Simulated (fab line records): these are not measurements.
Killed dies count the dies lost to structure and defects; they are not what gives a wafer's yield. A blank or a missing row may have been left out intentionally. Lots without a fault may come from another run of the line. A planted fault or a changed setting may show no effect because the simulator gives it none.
What tool caused it? -- flow sky130 -- Sampling: 13 lots, 38 wafers, 2 of 708 route steps

WHAT THE GAUGES READ, wafer by wafer
Not one reading of a measure or inspect step in the record can be checked against a usual standard deviation.

WHAT TOOL EACH LOT RAN ON (gives the tool, then ch and the chambers of the sampled wafers, and finally the start)
lot,SKY_POLY_CUT_ETCH_11,SKY_PAD_OPEN_PROBE_99
L239,"rieDiel-01 ch 0,2, day 25 02:48","prober-02, day 46 12:47"
L240,"rieDiel-03 ch 0,1,2, day 25 08:45","prober-01, day 46 17:07"
L241,"rieDiel-02 ch 0,2, day 25 17:16","prober-02, day 46 22:59"
L242,"rieDiel-02 ch 0,1,2, day 26 20:58","prober-01, day 47 20:47"
L250,"rieDiel-02 ch 0,2,3, day 28 17:49","prober-01, day 49 01:22"
L251,"rieDiel-02 ch 1,3, day 29 01:25",-
L254,"rieDiel-03 ch 0,2, day 29 21:29","prober-02, day 49 20:13"
L255,"rieDiel-03 ch 0,2,3, day 30 07:33","prober-01, day 50 02:44"
L256,"rieDiel-03 ch 0,1, day 30 23:43","prober-02, day 50 10:08"
L257,"rieDiel-03 ch 0,2, day 31 03:24","prober-01, day 50 12:14"
L258,"rieDiel-03 ch 1,2,3, day 31 09:30","prober-02, day 50 14:22"
L260,"rieDiel-03 ch 1,2,3, day 31 23:54","prober-02, day 51 03:47"
L261,"rieDiel-03 ch 0,1,2, day 32 02:37","prober-01, day 51 04:51"
- SKY_POLY_CUT_ETCH_11: etches Si3N4 in CF4/CH2F2/Ar, stops on poly-Si, time 42.5 s, target depth 60 nm.
- SKY_PAD_OPEN_PROBE_99

WHAT THE TOOLS THEMSELVES READ (means of the sampled wafers that have a number; where no wafer has one, the mark that the record gives instead)
SKY_POLY_CUT_ETCH_11. Usual: drypumpMotorCurrentA 5.8 A, standard deviation 0.47; oesProductAu 0.827 a.u., standard deviation 0.0065; throttleValvePct 14.994 %, standard deviation 0.0098.
lot,tool,drypumpMotorCurrentA (A),oesProductAu (a.u.),throttleValvePct (%),flag
L239,rieDiel-01,5.4,0.822,14.990,
L240,rieDiel-03,6.4,0.828,15.002,
L241,rieDiel-02,5.6,0.827,14.992,
L242,rieDiel-02,5.5,0.830,15.000,
L250,rieDiel-02,5.8,0.814,14.992,
L251,rieDiel-02,5.8,0.823,14.983,
L254,rieDiel-03,6.3,0.825,14.996,
L255,rieDiel-03,5.9,0.821,14.998,
L256,rieDiel-03,6.3,0.816,15.000,
L257,rieDiel-03,6.2,0.834,14.988,
L258,rieDiel-03,6.0,0.827,14.997,
L260,rieDiel-03,6.0,0.827,15.003,
L261,rieDiel-03,6.3,0.830,14.987,

SKY_PAD_OPEN_PROBE_99. Usual: killed_at_M0_to_M3 43, standard deviation 6.6; killed_at_M4_up 2.9, standard deviation 1.6; killedAtContacts 24, standard deviation 4.9; killedAtFrontEnd 15, standard deviation 4.5; killedAtOther 0.2, standard deviation 0.45; killedDies 86, standard deviation 8.8; killedOnRim 16, standard deviation 4.2; killedOpen 48, standard deviation 6.4; killedShort 38, standard deviation 5.6.
lot,tool,killed_at_M0_to_M3,killed_at_M4_up,killedAtContacts,killedAtFrontEnd,killedAtOther,killedDies,killedOnRim,killedOpen,killedShort,flag
L239,prober-02,50,3.3,23,11,1.0,87,13,47,41,
L240,prober-01,43,2.7,27,12,0.0,85,19,45,40,
L241,prober-02,43,4.0,19,14,0.3,80,15,46,34,
L242,prober-01,46,2.3,23,16,0.0,87,17,48,39,
L250,prober-01,42,3.7,24,223,0.0,293,56,54,38,OFF
L254,prober-02,47,1.7,30,19,0.0,97,18,50,47,
L255,prober-01,47,3.0,18,15,0.0,84,18,51,33,
L256,prober-02,46,4.0,22,16,0.3,88,17,45,43,
L257,prober-01,38,2.7,25,25,0.0,90,13,52,39,
L258,prober-02,44,2.0,25,15,1.0,88,12,46,42,
L260,prober-02,42,4.7,29,15,0.0,90,17,49,41,
L261,prober-01,40,3.0,22,16,0.0,81,19,46,35,

THE ANSWER, worked out from the rows above alone
Rule: take the mean of a lot's wafers that have a number; if it is more than 3 standard deviations from the usual mean, the lot is off. A lot without any number at a reading at which 4 lots or more have one is off too. The other lots that the step has rows for count as sound. After the gauges, taken in route order, come the tools' own readings; for these a lot's mean is taken, as printed above. The first step at which some lot is off is used, and at that step the reading that is off furthest; a lot without a number counts as furthest.
Off, at SKY_PAD_OPEN_PROBE_99 on killedAtFrontEnd: L250. Neither off nor sound, because the step has no rows for them: L251.
If a tool, at that step or one of the process steps before it, ran each lot that is off and ran no sound lot following the first of them, it fits. One candidate fits, namely rieDiel-02 at SKY_POLY_CUT_ETCH_11. Its last sound lot is L242 (day 26 20:58), its first lot that is off L250 (day 28 17:49): a fault that began between those two fits.

WHAT THE SIMULATOR HAD INSERTED
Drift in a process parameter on rieDiel-02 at SKY_POLY_CUT_ETCH_11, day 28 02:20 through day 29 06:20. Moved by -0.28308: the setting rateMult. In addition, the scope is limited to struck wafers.
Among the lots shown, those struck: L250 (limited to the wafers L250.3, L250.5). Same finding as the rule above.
